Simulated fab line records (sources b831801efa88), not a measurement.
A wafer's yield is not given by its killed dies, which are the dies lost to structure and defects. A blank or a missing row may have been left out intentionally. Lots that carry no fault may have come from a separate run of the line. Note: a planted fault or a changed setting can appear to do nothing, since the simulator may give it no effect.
What tool caused it? || flow gf180mcu || at 1 step of a route of 602, 7 lots with 21 wafers sampled

WHAT EACH GAUGE READ, for each wafer
GF_NWELL_OVL_MEAS_07.
{"lot": "L208", "measured": "day 3 20:28", "on": "overlay-01", "NWELL_OVL (nm)": "-2.4 -2.2 0.6"}
{"lot": "L211", "measured": "day 4 10:31", "on": "overlay-02", "NWELL_OVL (nm)": "-0.7 -1.8 -2.7"}
{"lot": "L215", "measured": "day 5 10:31", "on": "overlay-01", "NWELL_OVL (nm)": "-1.2 0.3 -0.1"}
{"lot": "L221", "measured": "day 6 20:02", "on": "overlay-02", "NWELL_OVL (nm)": "-0.3 0.0 -0.9"}
{"lot": "L225", "measured": "day 7 15:50", "on": "overlay-02", "NWELL_OVL (nm)": "-0.5 -1.6 -1.5"}
{"lot": "L227", "measured": "day 8 03:47", "on": "overlay-02", "NWELL_OVL (nm)": "-1.0 -0.5 -0.2"}
{"lot": "L229", "measured": "day 8 14:11", "on": "overlay-02", "NWELL_OVL (nm)": "-1.4 -1.4 -1.8"}

WHICH TOOL RAN EACH LOT (tool, then ch and the chambers of the sampled wafers, then the start)
The record holds no process step before these readings.

THE ANSWER, worked out from the rows above alone
Rule: the lots themselves supply what counts as usual. Put in order of their means at a reading, lots are off if they are a third of the lots or fewer, leave a main group of 4 or more, and stand apart from it by a gap of 3 or more times the standard deviation of the main group's means; of several such gaps the widest counts. A main group whose means are all the same, to the digits that the tables above print for the reading, isn't used. Also off: a lot with no number at a reading for which 4 or more lots have one. All remaining lots with rows at the step are treated as sound.
No lot is off on any of the readings shown, so nothing can be concluded from this.

WHAT THE SIMULATOR HAD PUT IN
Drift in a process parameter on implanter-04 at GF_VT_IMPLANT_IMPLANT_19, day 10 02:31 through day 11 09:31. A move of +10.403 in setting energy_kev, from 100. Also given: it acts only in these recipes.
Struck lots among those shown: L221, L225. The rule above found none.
